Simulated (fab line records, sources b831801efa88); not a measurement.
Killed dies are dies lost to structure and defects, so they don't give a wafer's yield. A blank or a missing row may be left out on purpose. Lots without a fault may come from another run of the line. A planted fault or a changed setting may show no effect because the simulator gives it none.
Which tool did it? | flow sfq_line | 14 lots, 42 wafers sampled, at 5 steps of a route of 325

WHAT THE GAUGES READ, wafer by wafer
SFQ_M4_RS_MEAS_924: measures by four-point-probe. Usual: M4_NB_RS 0.889 ohm/sq, standard deviation 0.0084.
lot  | measured     | on            | M4_NB_RS (ohm/sq) | flag
L335 | day 45 09:40 | film_metro-01 | 0.888 0.884 0.890 |
L336 | day 45 19:19 | film_metro-04 | 0.882 0.891 0.886 |
L337 | day 45 22:56 | film_metro-03 | 0.878 0.884 0.876 |
L338 | day 46 00:08 | film_metro-03 | 0.875 0.877 0.883 |
L340 | day 46 08:31 | film_metro-03 | 0.888 0.884 0.898 |
L341 | day 46 16:53 | film_metro-04 | 0.894 0.890 0.894 |
L342 | day 46 19:19 | film_metro-04 | 0.874 0.884 0.876 |
L343 | day 46 22:58 | film_metro-01 | 0.890 0.887 0.892 |
L344 | day 48 02:26 | film_metro-01 | 0.893 0.886 0.886 |
L346 | day 48 13:27 | film_metro-04 | 0.875 0.884 0.880 |
L347 | day 49 02:31 | film_metro-04 | 0.905 0.890 0.898 |
L348 | day 49 13:31 | film_metro-01 | 0.443 0.446 0.443 | OFF
L349 | day 49 15:40 | film_metro-01 | 0.893 0.888 0.896 |
L358 | day 52 19:35 | film_metro-03 | 0.439 0.442 0.442 | OFF

WHICH TOOL RAN EACH LOT (tool, then ch and the chambers of the sampled wafers, then the start)
lot  | SFQ_TRILAYER_I0_DEP_PECVD_027   | SFQ_TRILAYER_I2_VIA_BARC_OPEN_VIA_ETCH_096 | SFQ_TRILAYER_M3_ETCH_METAL_ETCH_078 | SFQ_TRILAYER_M4_DEP_SPUTTER_091
L335 | pecvd-01 ch 0,1,2, day 13 22:53 | rie_diel-04 ch 1,2, day 39 01:36           | rie_metal-04 ch 0,1, day 39 05:10   | pvd_sputter-04, day 45 09:33
L336 | pecvd-02 ch 0,1,2, day 14 10:53 | rie_diel-04 ch 0,1, day 39 12:24           | rie_metal-02 ch 0,1, day 39 16:02   | pvd_sputter-04, day 45 19:11
L337 | pecvd-02 ch 0,1,2, day 14 21:42 | rie_diel-02 ch 0,1,3, day 39 14:48         | rie_metal-01 ch 0,1, day 39 19:35   | pvd_sputter-03, day 45 22:51
L338 | pecvd-03 ch 0,1,2, day 14 22:55 | rie_diel-04 ch 0,2,3, day 39 17:12         | rie_metal-01 ch 0,1, day 39 22:02   | pvd_sputter-05, day 45 23:59
L340 | pecvd-02 ch 0,1, day 15 01:17   | rie_diel-04 ch 2,3, day 39 19:36           | rie_metal-02 ch 0,1, day 40 01:38   | pvd_sputter-03, day 46 08:23
L341 | pecvd-01 ch 0,1, day 15 02:29   | rie_diel-01 ch 0,1,2, day 40 02:48         | rie_metal-02 ch 0,1, day 40 06:23   | pvd_sputter-04, day 46 16:47
L342 | pecvd-02 ch 0,1, day 15 03:42   | rie_diel-02 ch 0,1, day 40 05:12           | rie_metal-04 ch 0,1, day 40 08:50   | pvd_sputter-05, day 46 19:11
L343 | pecvd-03 ch 1,2, day 15 04:53   | rie_diel-04 ch 0,1,2, day 40 08:48         | rie_metal-02 ch 0,1, day 40 14:23   | pvd_sputter-04, day 46 22:53
L344 | pecvd-01 ch 0,1, day 15 06:06   | rie_diel-01 ch 1,2, day 40 13:36           | rie_metal-02 ch 0, day 41 23:32     | pvd_sputter-05, day 48 02:19
L346 | pecvd-01 ch 1,2, day 16 16:31   | rie_diel-02 ch 1,3, day 42 03:59           | rie_metal-01 ch 1, day 42 07:34     | pvd_sputter-05, day 48 13:20
L347 | pecvd-01 ch 0,1,2, day 16 23:41 | rie_diel-02 ch 0,1,3, day 42 08:47         | rie_metal-02 ch 0,1, day 42 13:37   | pvd_sputter-03, day 49 02:22
L348 | pecvd-03 ch 0,1,2, day 17 10:37 | rie_diel-04 ch 1,2,3, day 43 01:35         | rie_metal-04 ch 0,1, day 43 05:10   | pvd_sputter-04, day 49 13:10
L349 | pecvd-03 ch 1,2, day 17 19:01   | rie_diel-02 ch 0,1,3, day 43 03:59         | rie_metal-04 ch 0,1, day 43 07:46   | pvd_sputter-04, day 49 15:34
L358 | pecvd-01 ch 0, day 22 00:47     | rie_diel-01 ch 0,2,3, day 47 00:13         | rie_metal-04 ch 0,1, day 47 08:41   | pvd_sputter-05, day 52 19:13
- SFQ_TRILAYER_I0_DEP_PECVD_027: deposits SiO2 from SiH4/N2O, time 111.11 s, target thk 500 nm.
- SFQ_TRILAYER_I2_VIA_BARC_OPEN_VIA_ETCH_096: etches BARC in O2, target depth 125 nm, time 41.7 s.
- SFQ_TRILAYER_M3_ETCH_METAL_ETCH_078: etches Nb in Cl2/Ar, stops on SiO2, target depth 240 nm, time 120 s.
- SFQ_TRILAYER_M4_DEP_SPUTTER_091: material Nb, target thk 200 nm, time 133.3 s.

WHAT THE TOOLS THEMSELVES READ (means of the sampled wafers that have a number; where no wafer has one, the mark that the record gives instead)
SFQ_TRILAYER_I0_DEP_PECVD_027. Usual: heater_power_w 86 W, standard deviation 6.6; showerhead_vpp_V 822 V, standard deviation 32; throttle_valve_pct 24.8 %, standard deviation 1.2.
lot  | tool     | heater_power_w (W) | showerhead_vpp_V (V) | throttle_valve_pct (%) | flag
L335 | pecvd-01 | 92                 | 832                  | 25.7                   |
L336 | pecvd-02 | 84                 | 829                  | 24.9                   |
L337 | pecvd-02 | 86                 | 833                  | 25.0                   |
L338 | pecvd-03 | 87                 | 793                  | 23.4                   |
L340 | pecvd-02 | 89                 | 838                  | 25.3                   |
L341 | pecvd-01 | 89                 | 846                  | 25.7                   |
L342 | pecvd-02 | 87                 | 845                  | 25.3                   |
L343 | pecvd-03 | 84                 | 801                  | 23.7                   |
L344 | pecvd-01 | 85                 | 838                  | 25.6                   |
L346 | pecvd-01 | 92                 | 851                  | 25.2                   |
L347 | pecvd-01 | 88                 | 832                  | 25.7                   |
L348 | pecvd-03 | 84                 | 787                  | 23.5                   |
L349 | pecvd-03 | 81                 | 802                  | 23.9                   |
L358 | pecvd-01 | 89                 | 819                  | 26.6                   |

SFQ_TRILAYER_I2_VIA_BARC_OPEN_VIA_ETCH_096. Usual: drypump_motor_current_A 5.9 A, standard deviation 0.53; oes_product_au 0.686 a.u., standard deviation 0.0045.
lot  | tool        | drypump_motor_current_A (A) | oes_product_au (a.u.) | flag
L335 | rie_diel-04 | 5.9                         | 0.683                 |
L336 | rie_diel-04 | 5.0                         | 0.685                 |
L337 | rie_diel-02 | 6.0                         | 0.681                 |
L338 | rie_diel-04 | 6.1                         | 0.684                 |
L340 | rie_diel-04 | 6.2                         | 0.686                 |
L341 | rie_diel-01 | 6.1                         | 0.686                 |
L342 | rie_diel-02 | 6.0                         | 0.687                 |
L343 | rie_diel-04 | 5.6                         | 0.685                 |
L344 | rie_diel-01 | 6.2                         | 0.690                 |
L346 | rie_diel-02 | 6.1                         | 0.686                 |
L347 | rie_diel-02 | 6.0                         | 0.689                 |
L348 | rie_diel-04 | 5.8                         | 0.685                 |
L349 | rie_diel-02 | 6.0                         | 0.684                 |
L358 | rie_diel-01 | 6.2                         | 0.685                 |

SFQ_TRILAYER_M3_ETCH_METAL_ETCH_078. Usual: drypump_motor_current_A 6.0 A, standard deviation 0.49; oes_product_au 0.895 a.u., standard deviation 0.0079.
lot  | tool         | drypump_motor_current_A (A) | oes_product_au (a.u.) | flag
L335 | rie_metal-04 | 6.2                         | 0.889                 |
L336 | rie_metal-02 | 5.5                         | 0.905                 |
L337 | rie_metal-01 | 6.2                         | 0.885                 |
L338 | rie_metal-01 | 6.2                         | 0.901                 |
L340 | rie_metal-02 | 5.5                         | 0.896                 |
L341 | rie_metal-02 | 5.5                         | 0.893                 |
L342 | rie_metal-04 | 6.2                         | 0.899                 |
L343 | rie_metal-02 | 5.9                         | 0.889                 |
L344 | rie_metal-02 | 6.3                         | 0.903                 |
L346 | rie_metal-01 | 6.6                         | 0.892                 |
L347 | rie_metal-02 | 5.5                         | 0.893                 |
L348 | rie_metal-04 | 6.2                         | 0.902                 |
L349 | rie_metal-04 | 6.2                         | 0.901                 |
L358 | rie_metal-04 | 6.2                         | 0.891                 |

SFQ_TRILAYER_M4_DEP_SPUTTER_091. Usual: substrate_temp_c 20.01 C, standard deviation 0.1; throttle_valve_pct 30.4 %, standard deviation 1.1.
lot  | tool           | substrate_temp_c (C) | throttle_valve_pct (%) | flag
L335 | pvd_sputter-04 | 20.02                | 29.8                   |
L336 | pvd_sputter-04 | 19.98                | 31.0                   |
L337 | pvd_sputter-03 | 20.00                | 31.0                   |
L338 | pvd_sputter-05 | 19.97                | 31.5                   |
L340 | pvd_sputter-03 | 19.93                | 31.0                   |
L341 | pvd_sputter-04 | 20.05                | 30.1                   |
L342 | pvd_sputter-05 | 20.05                | 30.5                   |
L343 | pvd_sputter-04 | 20.03                | 29.9                   |
L344 | pvd_sputter-05 | 20.04                | 31.2                   |
L346 | pvd_sputter-05 | 20.03                | 30.2                   |
L347 | pvd_sputter-03 | 20.16                | 31.1                   |
L348 | pvd_sputter-04 | 20.02                | 30.3                   |
L349 | pvd_sputter-04 | 19.92                | 28.8                   |
L358 | pvd_sputter-05 | 19.99                | 31.8                   |

THE ANSWER, worked out from the rows above alone
Rule: a lot is off if the mean of its wafers that have a number lies more than 3 standard deviations from the usual mean. A lot without any number at a reading at which 4 lots or more have one is off too. The other lots that the step has rows for count as sound. The gauges are gone through in route order, then the tools' own readings, and for those a lot's mean is taken as printed above. The first step at which some lot is off is used, and at that step the reading that is off furthest; a lot without a number counts as furthest.
Off: L348, L358, at SFQ_M4_RS_MEAS_924 (M4_NB_RS).
A tool fits if, at a process step before that reading, it ran every lot that is off, and no sound lot after the first of them. The gauges at SFQ_M4_RS_MEAS_924 are tried like those tools. None of those tried fits.

WHAT THE SIMULATOR HAD PUT IN
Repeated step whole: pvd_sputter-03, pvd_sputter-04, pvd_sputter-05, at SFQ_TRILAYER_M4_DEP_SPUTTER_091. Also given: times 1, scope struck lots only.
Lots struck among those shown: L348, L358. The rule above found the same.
